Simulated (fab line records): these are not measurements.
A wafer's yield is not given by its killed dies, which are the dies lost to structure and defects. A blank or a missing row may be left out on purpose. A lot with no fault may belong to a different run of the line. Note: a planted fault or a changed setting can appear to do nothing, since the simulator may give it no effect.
Matching of chambers / flow gf180mcu / GF_V5_CMP_26 on cmp-01 has 4 sister chambers
The step polishes, stops on SiO2, t overpolish 15 s, target thk 0 nm. 24 wafers are shown with their chamber, then 12 later ones without.

WAFERS, EACH WITH ITS CHAMBER
wafer=L075.3; chamber=1; motor-current-A (A)=11.7; overpolish-run-s (s)=15.009; time-to-endpoint-s (s)=79.3
wafer=L075.5; chamber=1; motor-current-A (A)=11.3; overpolish-run-s (s)=15.005; time-to-endpoint-s (s)=78.4
wafer=L075.6; chamber=2; motor-current-A (A)=12.1; overpolish-run-s (s)=15.000; time-to-endpoint-s (s)=80.8
wafer=L078.2; chamber=1; motor-current-A (A)=11.7; overpolish-run-s (s)=14.997; time-to-endpoint-s (s)=83.1
wafer=L078.3; chamber=3; motor-current-A (A)=10.6; overpolish-run-s (s)=15.001; time-to-endpoint-s (s)=84.4
wafer=L078.6; chamber=1; motor-current-A (A)=11.3; overpolish-run-s (s)=14.996; time-to-endpoint-s (s)=84.9
wafer=L079.1; chamber=3; motor-current-A (A)=10.4; overpolish-run-s (s)=15.003; time-to-endpoint-s (s)=84.3
wafer=L079.3; chamber=0; motor-current-A (A)=10.8; overpolish-run-s (s)=15.005; time-to-endpoint-s (s)=86.6
wafer=L079.4; chamber=2; motor-current-A (A)=12.4; overpolish-run-s (s)=15.006; time-to-endpoint-s (s)=81.5
wafer=L081.1; chamber=1; motor-current-A (A)=11.9; overpolish-run-s (s)=15.008; time-to-endpoint-s (s)=83.9
wafer=L081.3; chamber=2; motor-current-A (A)=12.2; overpolish-run-s (s)=14.986; time-to-endpoint-s (s)=84.6
wafer=L081.4; chamber=3; motor-current-A (A)=10.5; overpolish-run-s (s)=14.999; time-to-endpoint-s (s)=86.5
wafer=L082.2; chamber=0; motor-current-A (A)=11.4; overpolish-run-s (s)=14.999; time-to-endpoint-s (s)=82.9
wafer=L082.3; chamber=1; motor-current-A (A)=11.6; overpolish-run-s (s)=15.006; time-to-endpoint-s (s)=84.7
wafer=L082.6; chamber=3; motor-current-A (A)=10.1; overpolish-run-s (s)=15.004; time-to-endpoint-s (s)=85.0
wafer=L086.1; chamber=1; motor-current-A (A)=11.3; overpolish-run-s (s)=15.011; time-to-endpoint-s (s)=84.2
wafer=L086.2; chamber=2; motor-current-A (A)=12.3; overpolish-run-s (s)=15.011; time-to-endpoint-s (s)=83.4
wafer=L086.5; chamber=1; motor-current-A (A)=11.2; overpolish-run-s (s)=15.003; time-to-endpoint-s (s)=82.9
wafer=L087.3; chamber=2; motor-current-A (A)=12.8; overpolish-run-s (s)=15.006; time-to-endpoint-s (s)=86.1
wafer=L087.4; chamber=1; motor-current-A (A)=11.3; overpolish-run-s (s)=15.013; time-to-endpoint-s (s)=84.9
wafer=L087.5; chamber=3; motor-current-A (A)=10.8; overpolish-run-s (s)=14.994; time-to-endpoint-s (s)=88.9
wafer=L088.2; chamber=2; motor-current-A (A)=12.2; overpolish-run-s (s)=15.003; time-to-endpoint-s (s)=89.8
wafer=L088.3; chamber=0; motor-current-A (A)=10.8; overpolish-run-s (s)=14.991; time-to-endpoint-s (s)=85.3
wafer=L088.6; chamber=1; motor-current-A (A)=12.1; overpolish-run-s (s)=15.015; time-to-endpoint-s (s)=86.4

SIGNATURES (averages over the wafers above)
reading=motor-current-A; chamber 0=11.000; chamber 1=11.540; chamber 2=12.333; chamber 3=10.480; scatter within a chamber=0.289
reading=overpolish-run-s; chamber 0=14.99833; chamber 1=15.00630; chamber 2=15.00200; chamber 3=15.00020; scatter within a chamber=0.00668
reading=time-to-endpoint-s; chamber 0=84.933; chamber 1=83.270; chamber 2=84.367; chamber 3=85.820; scatter within a chamber=2.59
Rule: for each reading, subtract the chamber's mean from the wafer's reading, divide by that reading's scatter and square the result; add these up over the readings and take the root, which gives the wafer's distance from the chamber. The wafer belongs to the nearest chamber; if the next one is less than 2 further off, it can't be placed. How the scatter is found: for the shown wafers, subtract from each reading the mean of its chamber, square and add these, divide the total by (wafers less chambers), then take the root.

WAFERS WITHOUT THEIR CHAMBER
wafer=L091.1; motor-current-A (A)=11.1; overpolish-run-s (s)=14.984; time-to-endpoint-s (s)=83.6
wafer=L091.2; motor-current-A (A)=10.9; overpolish-run-s (s)=14.991; time-to-endpoint-s (s)=80.4
wafer=L091.3; motor-current-A (A)=11.6; overpolish-run-s (s)=15.007; time-to-endpoint-s (s)=82.4
wafer=L092.1; motor-current-A (A)=11.9; overpolish-run-s (s)=14.989; time-to-endpoint-s (s)=83.3
wafer=L092.3; motor-current-A (A)=12.8; overpolish-run-s (s)=15.005; time-to-endpoint-s (s)=82.8
wafer=L092.4; motor-current-A (A)=10.2; overpolish-run-s (s)=15.001; time-to-endpoint-s (s)=86.5
wafer=L093.1; motor-current-A (A)=11.2; overpolish-run-s (s)=15.020; time-to-endpoint-s (s)=83.2
wafer=L093.2; motor-current-A (A)=12.1; overpolish-run-s (s)=15.001; time-to-endpoint-s (s)=82.4
wafer=L093.6; motor-current-A (A)=11.7; overpolish-run-s (s)=15.009; time-to-endpoint-s (s)=83.5
wafer=L096.1; motor-current-A (A)=11.6; overpolish-run-s (s)=14.984; time-to-endpoint-s (s)=88.4
wafer=L096.2; motor-current-A (A)=10.6; overpolish-run-s (s)=14.992; time-to-endpoint-s (s)=87.2
wafer=L096.4; motor-current-A (A)=10.7; overpolish-run-s (s)=15.010; time-to-endpoint-s (s)=92.7

EACH ONE'S CHAMBER
wafer=L091.1; from the rows above=can't be placed: 0 or 3 or 1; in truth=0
wafer=L091.2; from the rows above=can't be placed: 0 or 3 or 1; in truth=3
wafer=L091.3; from the rows above=1; in truth=1
wafer=L092.1; from the rows above=can't be placed: 2 or 1 or 0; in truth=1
wafer=L092.3; from the rows above=2; in truth=2
wafer=L092.4; from the rows above=can't be placed: 3 or 0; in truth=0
wafer=L093.1; from the rows above=can't be placed: 1 or 0 or 3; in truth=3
wafer=L093.2; from the rows above=can't be placed: 2 or 1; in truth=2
wafer=L093.6; from the rows above=can't be placed: 1 or 2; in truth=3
wafer=L096.1; from the rows above=can't be placed: 0 or 1 or 2 or 3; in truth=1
wafer=L096.2; from the rows above=can't be placed: 3 or 0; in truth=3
wafer=L096.4; from the rows above=can't be placed: 3 or 0 or 1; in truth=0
Placed correctly: 2 of 12. Can't be placed from these rows: 10 (the true chamber is among the candidates in 9). Number placed wrongly: 0.
